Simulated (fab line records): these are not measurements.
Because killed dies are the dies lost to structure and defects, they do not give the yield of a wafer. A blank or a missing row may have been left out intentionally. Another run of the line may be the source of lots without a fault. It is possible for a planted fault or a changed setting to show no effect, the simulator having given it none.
fab line records ; flow sky130
[record] lots = 11; wafers = 33; lastDay = 50
route steps=708 shown VIA2@527 METAL3@533 CAPM@549 PAD_OPEN@708
lots that met no fault: from a run of the same line without faults
startH: hours from the record's opening day to when the first of the lot's shown wafers began ; waitH: how many hours have passed since the lot's step before this one ; " the same as in the row above ; L1.1+2: several wafers, shown together as one row ; - no value, or no start was given ; * or withheld: withheld ; < > ~ a bound
route shown NAME@n: names a module that has steps shown in the file, with the first one's number in the route ; usual: the fault-free wafers' mean and standard deviation ; same: alike in all rows ; chamber/n: place in a boat ; sites: readings site by site ; _std_site: the standard deviation of these ; _edge_site: the outer-site mean with the inner-site mean subtracted ; radiusMm: for every site, how far away it sits from the centre of the wafer ; mask NAME#n: copy n ; behind: the tool/chamber that last shaped the wafer ; hold: what put the lot on hold/how long, in hours/how the hold closed ; device: names the non-switching transistor (n, p or np) ; end of line: the same wafers' tests at the end of the route ; a step with no rows: only its recipe ; killed: not the wafer's yield, but the dies lost to structure and defects at the first sort ; map: dies across one wafer; x = killed, . = not, _ = none there
set.NAME: the setting that was run; set.NAME@STEP: the one run at that earlier step ; model.NAME: the simulator's own value behind a step, which no gauge read
steps of the route over a sample of lots; a table a step, a row a wafer
services: when a tool's chamber went out of use (startH, in hours from the record's first day, below 0 if earlier), for how many hours, and the reason
[[steps]]
[step SKY_VIA2_SPUTTER_20]
[recipe] material = TiN; targetThkNm = 20; chamberPressurePa = 5; powerW = 4000; timeS = 80
[usual] throttleValvePct = 29.9/0.93
lot.wafer;tool;chamber;startH;waitH;throttleValvePct
L307.1;pvdSputter-01;-;868.81;0.0;30.9
L307.4;pvdSputter-01;-;868.81;0.0;29.8
L307.6;pvdSputter-01;-;868.81;0.0;30.9
L310.1;pvdSputter-03;-;890.00;0.0;30.7
L310.4;pvdSputter-03;-;890.00;0.0;31.0
L310.5;pvdSputter-03;-;890.00;0.0;30.4
L313.2;pvdSputter-02;-;905.65;0.0;28.8
L313.3;pvdSputter-02;-;905.65;0.0;30.0
L313.4;pvdSputter-02;-;905.65;0.0;28.9
L314.1;pvdSputter-03;-;914.87;0.0;31.1
L314.2;pvdSputter-03;-;914.87;0.0;31.9
L314.5;pvdSputter-03;-;914.87;0.0;30.8
L316.2;pvdSputter-02;-;934.40;0.0;29.7
L316.3;pvdSputter-02;-;934.40;0.0;29.5
L316.4;pvdSputter-02;-;934.40;0.0;28.8
L317.1;pvdSputter-01;-;941.15;0.0;29.8
L317.2;pvdSputter-01;-;941.15;0.0;30.6
L317.5;pvdSputter-01;-;941.15;0.0;28.5
L318.1;pvdSputter-01;-;951.60;0.0;28.5
L318.3;pvdSputter-01;-;951.60;0.0;30.5
L318.5;pvdSputter-01;-;951.60;0.0;28.6
L322.2;pvdSputter-03;-;974.51;0.0;31.7
L322.3;pvdSputter-03;-;974.51;0.0;30.3
L322.6;pvdSputter-03;-;974.51;0.0;31.6
L325.2;pvdSputter-02;-;992.79;0.0;28.7
L325.3;pvdSputter-02;-;992.79;0.0;29.1
L325.6;pvdSputter-02;-;992.79;0.0;29.8
L327.2;pvdSputter-02;-;1002.29;0.0;29.1
L327.3;pvdSputter-02;-;1002.29;0.0;28.7
L327.5;pvdSputter-02;-;1002.29;0.0;29.4
L328.1;pvdSputter-03;-;1010.52;0.0;31.1
L328.2;pvdSputter-03;-;1010.52;0.0;30.3
L328.3;pvdSputter-03;-;1010.52;0.0;31.7
[step SKY_METAL3_SPUTTER_01]
[recipe] material = TiN; targetThkNm = 20; powerW = 6500; timeS = 16.7; chamberPressurePa = 0.4
[usual] throttleValvePct = 29.8/0.77
lot.wafer;tool;chamber;startH;waitH;throttleValvePct
L307.1;pvdSputter-04;-;869.50;0.0;31.0
L307.4;pvdSputter-04;-;869.50;0.0;30.7
L307.6;pvdSputter-04;-;869.50;0.0;29.1
L310.1;pvdSputter-02;-;890.82;0.0;29.7
L310.4;pvdSputter-02;-;890.82;0.0;29.2
L310.5;pvdSputter-02;-;890.82;0.0;29.0
L313.2;pvdSputter-02;-;906.35;0.0;29.6
L313.3;pvdSputter-02;-;906.35;0.0;29.0
L313.4;pvdSputter-02;-;906.35;0.0;29.9
L314.1;pvdSputter-04;-;915.63;0.0;30.8
L314.2;pvdSputter-04;-;915.63;0.0;29.3
L314.5;pvdSputter-04;-;915.63;0.0;31.2
L316.2;pvdSputter-04;-;935.09;0.0;30.9
L316.3;pvdSputter-04;-;935.09;0.0;30.9
L316.4;pvdSputter-04;-;935.09;0.0;30.6
L317.1;pvdSputter-02;-;941.85;0.0;29.1
L317.2;pvdSputter-02;-;941.85;0.0;29.1
L317.5;pvdSputter-02;-;941.85;0.0;29.4
L318.1;pvdSputter-04;-;952.29;0.0;29.2
L318.3;pvdSputter-04;-;952.29;0.0;30.8
L318.5;pvdSputter-04;-;952.29;0.0;29.4
L322.2;pvdSputter-04;-;975.20;0.0;30.8
L322.3;pvdSputter-04;-;975.20;0.0;29.1
L322.6;pvdSputter-04;-;975.20;0.0;30.6
L325.2;pvdSputter-02;-;993.48;0.0;29.8
L325.3;pvdSputter-02;-;993.48;0.0;29.4
L325.6;pvdSputter-02;-;993.48;0.0;29.5
L327.2;pvdSputter-04;-;1003.12;0.0;28.9
L327.3;pvdSputter-04;-;1003.12;0.0;30.5
L327.5;pvdSputter-04;-;1003.12;0.0;29.2
L328.1;pvdSputter-02;-;1011.21;0.0;28.9
L328.2;pvdSputter-02;-;1011.21;0.0;28.6
L328.3;pvdSputter-02;-;1011.21;0.0;29.5
[step SKY_CAPM_OVL_MEAS_12]
[usual] CAPM_OVL = 1.4/1.4
lot.wafer;tool;chamber;startH;waitH;CAPM_OVL[nm]
L307.1;overlay-02;-;894.40;0.1;0.3
L307.4;overlay-02;-;894.40;0.1;3.1
L307.6;overlay-02;-;894.40;0.1;0.6
L310.1;overlay-01;-;916.06;0.1;0.2
L310.4;overlay-01;-;916.06;0.1;1.6
L310.5;overlay-01;-;916.06;0.1;0.8
L313.2;overlay-01;-;931.42;0.1;3.4
L313.3;overlay-01;-;931.42;0.1;1.1
L313.4;overlay-01;-;931.42;0.1;3.5
L314.1;overlay-01;-;940.41;0.1;2.7
L314.2;overlay-01;-;940.41;0.1;3.8
L314.5;overlay-01;-;940.41;0.1;1.5
L316.2;overlay-02;-;959.42;0.1;0.3
L316.3;overlay-02;-;959.42;0.1;1.1
L316.4;overlay-02;-;959.42;0.1;3.3
L317.1;overlay-01;-;966.51;0.1;0.9
L317.2;overlay-01;-;966.51;0.1;1.9
L317.5;overlay-01;-;966.51;0.1;2.2
L318.1;overlay-02;-;976.66;0.1;0.8
L318.3;overlay-02;-;976.66;0.1;1.8
L318.5;overlay-02;-;976.66;0.1;2.0
L322.2;overlay-01;-;999.20;0.1;1.2
L322.3;overlay-01;-;999.20;0.1;2.8
L322.6;overlay-01;-;999.20;0.1;3.3
L325.2;overlay-02;-;1017.21;0.1;2.4
L325.3;overlay-02;-;1017.21;0.1;-0.4
L325.6;overlay-02;-;1017.21;0.1;1.9
L327.2;overlay-02;-;1026.36;0.1;0.4
L327.3;overlay-02;-;1026.36;0.1;-1.4
L327.5;overlay-02;-;1026.36;0.1;-0.4
L328.1;overlay-01;-;1034.56;0.1;1.3
L328.2;overlay-01;-;1034.56;0.1;-1.8
L328.3;overlay-01;-;1034.56;0.1;0.0
[step SKY_METAL3_METAL_ETCH_18]
[recipe] targetDepthA = 8450; stopOn = SiO2; overEtchFrac = 0.3; timeS = 183.1; chemistry = Cl2/BCl3; resistSidewallDeg = 88; pressureMtorr = 10; icpW = 900; biasW = 48.5; Cl2_flow_sccm = 60; bcl3FlowSccm = 30
[usual] drypumpMotorCurrentA = 6.0/0.35; oesProductAu = 0.866/0.0059; throttleValvePct = 22.264/0.0092
lot.wafer;tool;chamber;startH;waitH;drypumpMotorCurrentA;oesProductAu;rfHoursCounterH;throttleValvePct
L307.1;rieMetal-04;1;920.46;0.0;6.0;0.874;6;22.272
L307.4;rieMetal-04;1;920.46;0.0;6.0;0.858;-;22.260
L307.6;rieMetal-04;1;920.46;0.0;6.0;0.863;-;22.270
L310.1;rieMetal-03;1;941.65;0.0;5.9;0.874;6;22.259
L310.4;rieMetal-03;0;941.65;0.0;5.5;0.876;-;22.241
L310.5;rieMetal-03;1;941.65;0.0;5.9;0.871;-;22.263
L313.2;rieMetal-04;0;957.11;0.0;6.5;0.865;16;22.265
L313.3;rieMetal-04;0;957.11;0.0;6.4;0.869;-;22.272
L313.4;rieMetal-04;1;957.11;0.0;6.0;0.877;-;22.274
L314.1;rieMetal-04;1;965.85;0.0;5.9;0.863;8;22.252
L314.2;rieMetal-04;0;965.85;0.0;6.5;0.858;16;22.255
L314.5;rieMetal-04;0;965.85;0.0;6.4;0.865;-;22.258
L316.2;rieMetal-02;0;984.26;0.0;6.4;0.866;16;22.255
L316.3;rieMetal-02;0;984.26;0.0;6.3;0.866;-;22.261
L316.4;rieMetal-02;1;984.26;0.0;5.5;0.863;-;22.256
L317.1;rieMetal-04;0;990.96;0.0;6.5;0.860;18;22.265
L317.2;rieMetal-04;1;990.96;0.0;5.9;0.866;10;22.260
L317.5;rieMetal-04;0;990.96;0.0;6.4;0.862;-;22.258
L318.1;rieMetal-04;0;1001.31;0.0;6.4;0.858;18;22.261
L318.3;rieMetal-04;1;1001.31;0.0;6.0;0.866;-;22.256
L318.5;rieMetal-04;1;1001.31;0.0;6.0;0.857;-;22.260
L322.2;rieMetal-04;1;1022.86;0.0;6.0;0.860;11;22.258
L322.3;rieMetal-04;1;1022.86;0.0;6.0;0.861;-;22.260
L322.6;rieMetal-04;1;1022.86;0.0;5.9;0.865;-;22.265
L325.2;rieMetal-03;1;1040.91;0.0;5.9;0.874;11;22.270
L325.3;rieMetal-03;1;1040.91;0.0;5.9;0.877;-;22.285
L325.6;rieMetal-03;1;1040.91;0.0;5.9;0.875;-;22.271
L327.2;rieMetal-03;1;1049.81;0.0;5.9;0.872;12;22.250
L327.3;rieMetal-03;0;1049.81;0.0;5.5;0.871;-;22.261
L327.5;rieMetal-03;0;1049.81;0.0;5.5;0.865;-;22.250
L328.1;rieMetal-03;1;1057.79;0.0;5.9;0.872;12;22.269
L328.2;rieMetal-03;0;1057.79;0.0;5.5;0.865;20;22.266
L328.3;rieMetal-03;1;1057.79;0.0;5.9;0.867;-;22.295
[step SKY_METAL3_STRIP_19]
[recipe] chemistry = O2/N2; powerW = 1400; pressureMtorr = 1500; platenTempC = withheld; o2FlowSccm = 3000; n2FlowSccm = 300; overashFraction = 0.5
[usual] drypumpMotorCurrentA = 5.80/0.23; oesProductAu = 0.501/0.005; stripTimeToEndpointS = 6.49/0.071
lot.wafer;tool;chamber;startH;waitH;drypumpMotorCurrentA;oesProductAu;rfHoursCounterH;stripTimeToEndpointS
L307.1;plasmaAsher-03;0;920.64;0.1;5.81;0.502;83;6.50
L307.4;plasmaAsher-03;0;920.64;0.1;5.80;0.499;-;6.49
L307.6;plasmaAsher-03;1;920.64;0.1;5.70;0.502;-;6.46
L310.1;plasmaAsher-03;0;941.83;0.1;5.78;0.503;85;6.56
L310.4;plasmaAsher-03;1;941.83;0.1;5.75;0.507;-;6.57
L310.5;plasmaAsher-03;0;941.83;0.1;5.79;0.510;-;6.60
L313.2;plasmaAsher-03;0;957.29;0.1;5.81;0.499;87;6.38
L313.3;plasmaAsher-03;1;957.29;0.1;5.65;0.500;-;6.42
L313.4;plasmaAsher-03;0;957.29;0.1;5.83;0.500;-;6.52
L314.1;plasmaAsher-04;0;966.03;0.1;6.01;0.506;107;6.57
L314.2;plasmaAsher-04;1;966.03;0.1;5.29;0.501;107;6.43
L314.5;plasmaAsher-04;1;966.03;0.1;5.31;0.496;-;6.38
L316.2;plasmaAsher-03;1;984.44;0.1;5.72;0.504;90;6.50
L316.3;plasmaAsher-03;1;984.44;0.1;5.72;0.498;-;6.53
L316.4;plasmaAsher-03;0;984.44;0.1;5.80;0.505;-;6.56
L317.1;plasmaAsher-02;1;991.14;0.1;6.07;0.505;54;6.50
L317.2;plasmaAsher-02;0;991.14;0.1;5.80;0.503;54;6.58
L317.5;plasmaAsher-02;1;991.14;0.1;6.07;0.504;-;6.52
L318.1;plasmaAsher-03;0;1001.49;0.1;5.81;0.501;91;6.48
L318.3;plasmaAsher-03;0;1001.49;0.1;5.81;0.537;-;7.30
L318.5;plasmaAsher-03;0;1001.49;0.1;5.80;0.537;-;7.32
L322.2;plasmaAsher-04;1;1023.04;0.1;5.29;0.539;112;7.26
L322.3;plasmaAsher-04;1;1023.04;0.1;5.30;0.531;-;7.20
L322.6;plasmaAsher-04;0;1023.04;0.1;6.01;0.535;-;7.22
L325.2;plasmaAsher-02;1;1041.09;0.1;6.09;0.507;59;6.58
L325.3;plasmaAsher-02;1;1041.09;0.1;6.09;0.504;-;6.62
L325.6;plasmaAsher-02;1;1041.09;0.1;6.07;0.498;-;6.48
L327.2;plasmaAsher-03;1;1049.99;0.1;5.74;0.507;96;6.52
L327.3;plasmaAsher-03;0;1049.99;0.1;5.80;0.496;-;6.48
L327.5;plasmaAsher-03;1;1049.99;0.1;5.73;0.499;-;6.53
L328.1;plasmaAsher-02;0;1057.97;0.1;5.79;0.507;61;6.48
L328.2;plasmaAsher-02;1;1057.97;0.1;6.08;0.495;61;6.45
L328.3;plasmaAsher-02;1;1057.97;0.1;6.11;0.500;-;6.47
[step SKY_PAD_OPEN_PROBE_99]
[usual] defectLimitedYield = 82.5/1.9; killed_at_M0_to_M3 = 43/6.8; killed_at_M4_up = 3.2/1.7; killedAtContacts = 24/5.7; killedAtFrontEnd = 16/4.3; killedAtOther = 0.3/0.56; killedDies = 86/9.5; killedOpen = 47/6.9; killedShort = 39/5.8; sort_bin_3_pad_short = 0.9/0.39; sort_bin_5_function = 10.3/1.5; sort_bin_6_memory = 6.3/1.1; sortNPass = 406/9.5; sortYieldPct = 82.5/1.9
[same] grossDies = 492; killedAtBackSide = 0; sort_bin_4_leakage[%] = 0; sort_bin_8_speed[%] = 0
lot.wafer;tool;chamber;startH;waitH;defectLimitedYield[%];killed_at_M0_to_M3;killed_at_M4_up;killedAtContacts;killedAtFrontEnd;killedAtOther;killedDies;killedOpen;killedShort;sort_bin_3_pad_short[%];sort_bin_5_function[%];sort_bin_6_memory[%];sortNPass;sortYieldPct[%]
L307.1;prober-02;-;1090.17;0.1;80.3;54;2;26;15;0;97;53;44;0.4;11.8;7.5;395;80.3
L307.4;prober-02;-;1090.32;0.2;83.9;48;3;17;11;0;79;40;39;0.8;8.9;6.3;413;83.9
L307.6;prober-02;-;1090.42;0.2;83.5;44;5;22;10;0;81;45;36;0.8;9.6;6.1;411;83.5
L310.1;prober-02;-;1111.73;0.1;81.9;46;6;27;10;0;89;50;39;1.0;9.3;7.7;403;81.9
L310.4;prober-02;-;1111.88;0.2;82.5;44;3;23;16;0;86;48;38;0.8;11.8;4.9;406;82.5
L310.5;prober-02;-;1111.93;0.2;83.5;44;6;17;14;0;81;43;38;0.6;10.4;5.5;411;83.5
L313.2;prober-02;-;1120.97;0.1;82.3;47;6;26;8;0;87;46;41;0.6;11.6;5.5;405;82.3
L313.3;prober-02;-;1121.02;0.2;81.1;43;3;32;15;0;93;51;42;0.6;11.6;6.7;399;81.1
L313.4;prober-02;-;1121.07;0.2;82.5;49;3;15;19;0;86;46;40;0.6;11.0;5.9;406;82.5
L314.1;prober-01;-;1129.67;0.1;80.1;46;2;28;20;2;98;54;43;0.8;13.0;6.1;394;80.1
L314.2;prober-01;-;1129.72;0.1;82.5;55;6;15;9;1;86;46;40;1.4;9.1;6.9;406;82.5
L314.5;prober-01;-;1129.87;0.2;85.6;40;2;20;9;0;71;34;37;1.2;8.5;4.7;421;85.6
L316.2;prober-01;-;1142.68;0.1;83.5;44;4;18;14;1;81;45;36;1.2;10.0;5.3;411;83.5
L316.3;prober-01;-;1142.73;0.2;85.0;29;4;22;19;0;74;49;25;0.6;10.0;4.5;418;85.0
L316.4;prober-01;-;1142.78;0.2;82.9;46;4;15;19;0;84;54;29;0.4;10.4;6.3;408;82.9
L317.1;prober-02;-;1150.17;0.1;80.7;47;6;25;17;0;95;49;46;0.8;11.2;7.3;397;80.7
L317.2;prober-02;-;1150.22;0.1;79.9;48;5;33;13;0;99;56;43;1.0;11.0;8.1;393;79.9
L317.5;prober-02;-;1150.37;0.2;79.9;44;6;31;18;0;99;53;46;0.4;13.6;6.1;393;79.9
L318.1;prober-01;-;1157.36;0.1;80.3;46;1;31;19;0;97;45;52;1.6;12.2;5.9;395;80.3
L318.3;prober-01;-;1157.46;0.2;82.3;40;1;22;24;0;87;47;40;0.8;10.0;6.9;405;82.3
L318.5;prober-01;-;1157.56;0.2;83.1;47;2;16;18;0;83;47;36;1.6;10.2;5.1;409;83.1
L322.2;prober-01;-;1176.51;0.1;82.5;49;1;19;17;0;86;39;47;0.8;10.0;6.7;406;82.5
L322.3;prober-01;-;1176.56;0.2;80.1;54;2;20;22;0;98;55;40;0.8;10.0;9.1;394;80.1
L322.6;prober-01;-;1176.71;0.2;83.9;42;3;20;14;0;79;47;32;0.4;8.7;6.9;413;83.9
L325.2;prober-01;-;1186.88;0.1;87.4;28;1;19;12;2;62;31;30;0.8;7.1;4.7;430;87.4
L325.3;prober-01;-;1186.93;0.2;84.6;37;3;23;13;0;76;42;34;0.6;8.9;5.9;416;84.6
L325.6;prober-01;-;1187.08;0.2;83.9;43;2;22;12;0;79;44;35;1.2;8.7;6.1;413;83.9
L327.2;prober-01;-;1194.91;0.1;85.6;30;2;20;18;1;71;42;29;0.4;8.3;5.7;421;85.6
L327.3;prober-01;-;1194.96;0.2;79.5;43;1;32;24;1;101;58;41;1.0;11.0;8.5;391;79.5
L327.5;prober-01;-;1195.06;0.2;81.9;41;5;26;15;2;89;38;49;1.0;10.2;6.9;403;81.9
L328.1;prober-01;-;1198.59;0.1;85.0;38;6;16;13;1;74;40;34;0.2;10.4;4.5;418;85.0
L328.2;prober-01;-;1198.64;0.1;80.9;49;2;23;20;0;94;61;33;0.6;11.2;7.3;398;80.9
L328.3;prober-01;-;1198.69;0.2;83.3;45;1;21;15;0;82;43;38;1.0;9.3;6.3;410;83.3
// killed by level:class
L307.1 VIA1:geometricParticle:open=12 LI_CONTACT:geometricParticle:open=11 VIA2:geometricParticle:open=9 CONTACT:geometricParticle:short=6 METAL1:geometricParticle:short=6 VIA1:geometricParticle:short=6 METAL2:geometricParticle:short=6 POLY_GATE:geometricParticle:open=5
L307.4 METAL2:geometricParticle:short=7 LI_CONTACT:geometricParticle:open=6 CONTACT:geometricParticle:open=6 VIA1:geometricParticle:open=6 METAL1:geometricParticle:short=5 VIA3:geometricParticle:short=5 VIA2:geometricParticle:open=5 METAL3:geometricParticle:short=5
L307.6 VIA1:geometricParticle:open=11 VIA3:geometricParticle:open=8 LI_CONTACT:geometricParticle:short=6 LI_CONTACT:geometricParticle:open=6 FIELD_ISO:geometricParticle:short=5 CONTACT:geometricParticle:open=5 VIA2:geometricParticle:open=5 CONTACT:geometricParticle:short=4
L310.1 CONTACT:geometricParticle:open=13 VIA1:geometricParticle:open=12 VIA2:geometricParticle:open=8 LI_CONTACT:geometricParticle:open=7 FIELD_ISO:geometricParticle:short=6 METAL1:geometricParticle:short=5 METAL2:geometricParticle:short=5 LOCAL_INTERCONNECT:geometricParticle:short=4
L310.4 VIA1:geometricParticle:open=12 VIA3:geometricParticle:open=12 CONTACT:geometricParticle:open=9 LOCAL_INTERCONNECT:geometricParticle:short=6 METAL1:geometricParticle:short=6 FIELD_ISO:geometricParticle:short=4 POLY_GATE:geometricParticle:short=4 METAL2:geometricParticle:short=4
L310.5 VIA3:geometricParticle:open=9 METAL1:geometricParticle:short=9 VIA1:geometricParticle:open=8 CONTACT:geometricParticle:open=5 VIA1:geometricParticle:short=5 FIELD_ISO:geometricParticle:open=4 LI_CONTACT:geometricParticle:short=4 LI_CONTACT:geometricParticle:open=4
L313.2 CONTACT:geometricParticle:open=12 VIA2:geometricParticle:short=9 VIA1:geometricParticle:open=8 CONTACT:geometricParticle:short=5 LI_CONTACT:geometricParticle:open=5 VIA1:geometricParticle:short=5 VIA2:geometricParticle:open=5 VIA3:geometricParticle:open=5
L313.3 VIA1:geometricParticle:open=12 CONTACT:geometricParticle:open=12 LI_CONTACT:geometricParticle:open=10 FIELD_ISO:geometricParticle:short=5 VIA3:geometricParticle:open=5 VIA2:geometricParticle:open=5 LI_CONTACT:geometricParticle:short=4 VIA1:geometricParticle:short=4
L313.4 VIA1:geometricParticle:open=17 VIA1:geometricParticle:short=9 METAL2:geometricParticle:short=7 FIELD_ISO:geometricParticle:short=6 LI_CONTACT:geometricParticle:open=6 METAL1:geometricParticle:short=5 CONTACT:geometricParticle:open=4 FIELD_ISO:geometricParticle:open=3
L314.1 VIA1:geometricParticle:open=13 LI_CONTACT:geometricParticle:open=9 CONTACT:geometricParticle:open=8 METAL2:geometricParticle:short=8 VIA2:geometricParticle:open=8 FIELD_ISO:geometricParticle:open=6 FIELD_ISO:geometricParticle:short=5 LOCAL_INTERCONNECT:geometricParticle:short=4
L314.2 VIA1:geometricParticle:open=14 METAL2:geometricParticle:short=9 VIA3:geometricParticle:open=6 LI_CONTACT:geometricParticle:open=5 METAL1:geometricParticle:short=5 CONTACT:geometricParticle:open=4 VIA1:geometricParticle:short=4 VIA2:geometricParticle:open=4
L314.5 VIA1:geometricParticle:short=11 CONTACT:geometricParticle:open=8 VIA1:geometricParticle:open=7 LI_CONTACT:geometricParticle:open=4 VIA2:geometricParticle:open=4 CONTACT:geometricParticle:short=4 METAL1:geometricParticle:short=4 METAL2:geometricParticle:short=4
L316.2 VIA1:geometricParticle:open=13 POLY_GATE:geometricParticle:short=6 VIA3:geometricParticle:open=6 METAL2:geometricParticle:short=6 LI_CONTACT:geometricParticle:open=5 CONTACT:geometricParticle:open=5 VIA2:geometricParticle:open=5 VIA1:geometricParticle:short=4
L316.3 CONTACT:geometricParticle:open=9 VIA1:geometricParticle:open=7 POLY_GATE:geometricParticle:open=6 LI_CONTACT:geometricParticle:open=5 VIA2:geometricParticle:open=4 FIELD_ISO:geometricParticle:short=3 FIELD_ISO:geometricParticle:open=3 LOCAL_INTERCONNECT:geometricParticle:short=3
L316.4 VIA1:geometricParticle:open=16 VIA2:geometricParticle:open=9 FIELD_ISO:geometricParticle:open=7 CONTACT:geometricParticle:open=7 POLY_GATE:geometricParticle:open=6 CONTACT:geometricParticle:short=4 METAL1:geometricParticle:short=4 METAL4:geometricParticle:short=4
L317.1 VIA1:geometricParticle:open=12 LI_CONTACT:geometricParticle:open=7 CONTACT:geometricParticle:open=7 METAL2:geometricParticle:short=7 VIA2:geometricParticle:open=7 FIELD_ISO:geometricParticle:short=5 POLY_GATE:geometricParticle:short=5 VIA3:geometricParticle:open=5
L317.2 VIA1:geometricParticle:open=13 CONTACT:geometricParticle:open=9 LI_CONTACT:geometricParticle:open=9 CONTACT:geometricParticle:short=8 VIA2:geometricParticle:open=8 LOCAL_INTERCONNECT:geometricParticle:short=6 VIA1:geometricParticle:short=6 VIA3:geometricParticle:open=6
L317.5 VIA1:geometricParticle:open=12 VIA3:geometricParticle:open=9 LI_CONTACT:geometricParticle:open=8 CONTACT:geometricParticle:open=8 LOCAL_INTERCONNECT:geometricParticle:short=7 VIA2:geometricParticle:open=7 CONTACT:geometricParticle:short=6 POLY_GATE:geometricParticle:short=5
L318.1 LI_CONTACT:geometricParticle:open=14 VIA1:geometricParticle:open=11 POLY_GATE:geometricParticle:short=8 LOCAL_INTERCONNECT:geometricParticle:short=7 METAL1:geometricParticle:short=7 VIA2:geometricParticle:short=6 CONTACT:geometricParticle:open=5 VIA1:geometricParticle:short=5
L318.3 CONTACT:geometricParticle:open=10 FIELD_ISO:geometricParticle:open=9 FIELD_ISO:geometricParticle:short=9 VIA1:geometricParticle:short=7 VIA3:geometricParticle:open=7 VIA1:geometricParticle:open=6 CONTACT:geometricParticle:short=5 METAL2:geometricParticle:short=5
L318.5 VIA1:geometricParticle:open=10 VIA2:geometricParticle:open=7 VIA3:geometricParticle:open=5 LI_CONTACT:geometricParticle:open=5 VIA1:geometricParticle:short=5 METAL3:geometricParticle:short=5 FIELD_ISO:geometricParticle:short=4 POLY_GATE:geometricParticle:open=4
L322.2 VIA1:geometricParticle:short=11 METAL1:geometricParticle:short=7 VIA2:geometricParticle:open=6 VIA3:geometricParticle:open=6 FIELD_ISO:geometricParticle:open=5 POLY_GATE:geometricParticle:open=5 LI_CONTACT:geometricParticle:open=5 LOCAL_INTERCONNECT:geometricParticle:short=5
L322.3 VIA1:geometricParticle:open=14 LI_CONTACT:geometricParticle:open=8 VIA3:geometricParticle:open=8 VIA2:geometricParticle:open=8 POLY_GATE:geometricParticle:short=6 CONTACT:geometricParticle:open=5 VIA3:geometricParticle:short=5 FIELD_ISO:geometricParticle:short=4
L322.6 VIA3:geometricParticle:open=9 VIA1:geometricParticle:short=9 VIA1:geometricParticle:open=9 LI_CONTACT:geometricParticle:open=8 CONTACT:geometricParticle:open=6 FIELD_ISO:geometricParticle:short=5 POLY_GATE:geometricParticle:open=5 VIA3:geometricParticle:short=4
L325.2 LI_CONTACT:geometricParticle:open=6 CONTACT:geometricParticle:short=6 VIA1:geometricParticle:open=5 POLY_GATE:geometricParticle:open=4 METAL2:geometricParticle:short=4 VIA3:geometricParticle:open=4 FIELD_ISO:geometricParticle:open=3 METAL3:geometricParticle:short=3
L325.3 VIA1:geometricParticle:open=8 VIA2:geometricParticle:open=7 LI_CONTACT:geometricParticle:open=7 METAL2:geometricParticle:short=5 CONTACT:geometricParticle:open=5 FIELD_ISO:geometricParticle:short=4 METAL1:geometricParticle:short=3 POLY_GATE:geometricParticle:short=3
L325.6 CONTACT:geometricParticle:open=8 METAL2:geometricParticle:short=8 VIA1:geometricParticle:open=6 LI_CONTACT:geometricParticle:open=6 POLY_GATE:geometricParticle:open=5 VIA1:geometricParticle:short=5 VIA2:geometricParticle:open=5 VIA3:geometricParticle:open=5
L327.2 LI_CONTACT:geometricParticle:open=11 FIELD_ISO:geometricParticle:open=9 VIA2:geometricParticle:open=5 VIA1:geometricParticle:open=5 METAL3:geometricParticle:short=4 VIA1:geometricParticle:short=4 METAL2:geometricParticle:short=4 CONTACT:geometricParticle:short=4
L327.3 CONTACT:geometricParticle:open=14 VIA1:geometricParticle:open=14 LI_CONTACT:geometricParticle:open=8 FIELD_ISO:geometricParticle:short=7 CONTACT:geometricParticle:short=7 VIA2:geometricParticle:open=7 FIELD_ISO:geometricParticle:open=6 VIA1:geometricParticle:short=6
L327.5 CONTACT:geometricParticle:open=9 VIA1:geometricParticle:open=9 METAL1:geometricParticle:short=8 VIA3:geometricParticle:open=6 METAL2:geometricParticle:short=6 CONTACT:geometricParticle:short=6 LI_CONTACT:geometricParticle:open=5 LOCAL_INTERCONNECT:geometricParticle:short=4
L328.1 VIA1:geometricParticle:open=9 LI_CONTACT:geometricParticle:open=7 VIA2:geometricParticle:open=7 METAL4:geometricParticle:short=5 CONTACT:geometricParticle:open=4 VIA3:geometricParticle:open=4 POLY_CUT:geometricParticle:short=3 POLY_GATE:geometricParticle:open=3
L328.2 CONTACT:geometricParticle:open=11 VIA2:geometricParticle:open=10 VIA1:geometricParticle:open=9 POLY_GATE:geometricParticle:open=7 VIA3:geometricParticle:open=6 LI_CONTACT:geometricParticle:open=5 VIA1:geometricParticle:short=5 METAL2:geometricParticle:short=5
L328.3 VIA1:geometricParticle:open=14 VIA3:geometricParticle:open=9 FIELD_ISO:geometricParticle:short=8 CONTACT:geometricParticle:open=6 VIA2:geometricParticle:short=5 LOCAL_INTERCONNECT:geometricParticle:short=4 METAL1:geometricParticle:short=4 LI_CONTACT:geometricParticle:open=4
[[services]]
tool;chamber;startH;hours;kind
rieMetal-02;-;870.06;1.5;repair
pvdSputter-03;-;871.82;5.3;repair
plasmaAsher-02;-;877.02;4.0;repair
pvdSputter-01;-;878.05;16.1;repair
plasmaAsher-03;-;921.52;1.1;repair
pvdSputter-03;-;940.61;5.2;repair
pvdSputter-02;1;941.48;-;consumableReplace:kit
pvdSputter-02;1;941.48;18.0;scheduledDown
pvdSputter-02;1;941.48;18.0;ventCycle
pvdSputter-03;-;944.92;1.8;repair
rieMetal-03;1;948.72;16.2;repair
pvdSputter-01;2;993.62;-;consumableReplace:kit
pvdSputter-01;2;993.62;18.0;scheduledDown
pvdSputter-01;2;993.62;18.0;ventCycle
pvdSputter-03;1;1016.21;-;consumableReplace:kit
pvdSputter-03;1;1016.21;18.0;scheduledDown
pvdSputter-03;1;1016.21;18.0;ventCycle
pvdSputter-04;1;1045.41;-;consumableReplace:kit
pvdSputter-04;1;1045.41;18.0;scheduledDown
pvdSputter-04;1;1045.41;18.0;ventCycle
pvdSputter-02;-;1050.95;0.7;repair
pvdSputter-04;-;1053.14;3.7;repair
plasmaAsher-04;-;1055.31;9.0;pm
plasmaAsher-04;0;1055.31;9.0;ventCycle
[[key]]
[firstSign] step = SKY_METAL3_STRIP_19; reading = stripTimeToEndpointS; direction = up; sigmas = 11; usual = *; struck = *
[effect] step = SKY_METAL3_STRIP_19; reading = oesProductAu; direction = up; sigmas = 7; usual = 0.501; struck = 0.536
metAt SKY_METAL3_METAL_ETCH_18
struckLots L318,L322
struckWafers L318.3,L318.5,L322.2,L322.3,L322.6
notActingAt SKY_VIA2_SPUTTER_20,SKY_METAL3_SPUTTER_01,SKY_CAPM_OVL_MEAS_12
onsetBetween 990.96 1001.31
[fault] kind = processParameterDrift; tool = rieMetal-04; chamber = 1; onsetH = 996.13; steps = SKY_METAL3_METAL_ETCH_18; channel = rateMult; offset = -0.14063; shape = step; endH = 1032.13
